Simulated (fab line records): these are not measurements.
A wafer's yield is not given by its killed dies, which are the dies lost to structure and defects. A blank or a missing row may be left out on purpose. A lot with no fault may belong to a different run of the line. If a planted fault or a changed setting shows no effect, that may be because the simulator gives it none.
Matching of chambers || flow gf180mcu || 4 sister chambers for GF_SAB_ETCH_11 on rie-diel-04
The step etches SiO2 in C4F8/O2/Ar, target depth 55 nm, time 8.5 s. 4 wafers are shown with their chamber, then 9 later ones without.

== WAFERS, EACH WITH ITS CHAMBER ==
{"wafer": "L290.2", "chamber": 2, "oes-product-au (a.u.)": 0.997}
{"wafer": "L298.3", "chamber": 1, "oes-product-au (a.u.)": 0.995}
{"wafer": "L298.5", "chamber": 3, "oes-product-au (a.u.)": 0.995}
{"wafer": "L298.6", "chamber": 0, "oes-product-au (a.u.)": 0.997}

== WAFERS MISSING THEIR CHAMBER ==
{"wafer": "L307.1", "oes-product-au (a.u.)": 0.998}
{"wafer": "L307.2", "oes-product-au (a.u.)": 0.995}
{"wafer": "L307.6", "oes-product-au (a.u.)": 0.993}
{"wafer": "L309.2", "oes-product-au (a.u.)": 0.998}
{"wafer": "L309.3", "oes-product-au (a.u.)": 0.998}
{"wafer": "L309.4", "oes-product-au (a.u.)": 0.996}
{"wafer": "L310.1", "oes-product-au (a.u.)": 0.993}
{"wafer": "L310.5", "oes-product-au (a.u.)": 0.999}
{"wafer": "L310.6", "oes-product-au (a.u.)": 0.988}

== CHAMBER TAKEN BY EACH ==
{"wafer": "L307.1", "from the rows above": "can't be placed: 0 or 2 or 1 or 3", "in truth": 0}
{"wafer": "L307.2", "from the rows above": "can't be placed: 1 or 3 or 0 or 2", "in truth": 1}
{"wafer": "L307.6", "from the rows above": "can't be placed: 1 or 3 or 0 or 2", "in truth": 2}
{"wafer": "L309.2", "from the rows above": "can't be placed: 0 or 2 or 1 or 3", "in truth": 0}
{"wafer": "L309.3", "from the rows above": "can't be placed: 0 or 2 or 1 or 3", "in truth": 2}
{"wafer": "L309.4", "from the rows above": "can't be placed: 0 or 1 or 2 or 3", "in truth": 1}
{"wafer": "L310.1", "from the rows above": "can't be placed: 1 or 3 or 0 or 2", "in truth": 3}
{"wafer": "L310.5", "from the rows above": "can't be placed: 0 or 2 or 1 or 3", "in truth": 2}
{"wafer": "L310.6", "from the rows above": "can't be placed: 1 or 3 or 0 or 2", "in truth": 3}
Correctly placed: 0 of 9. These rows do not allow placing 9 (true chamber among the candidates in 9). Wrongly placed: 0.
How it was worked out, from the rows above alone: a wafer's distance from a chamber is the root of the sum, over the readings, of the square of ((its reading less the chamber's mean) divided by the reading's scatter). The wafer belongs to the nearest chamber; if the next one is less than 2 further off, it can't be placed. For every chamber, the mean is computed from those of its wafers that are shown. The scatter: root of mean squared gap, hidden wafer to nearest shown wafer, with one shown wafer a chamber.
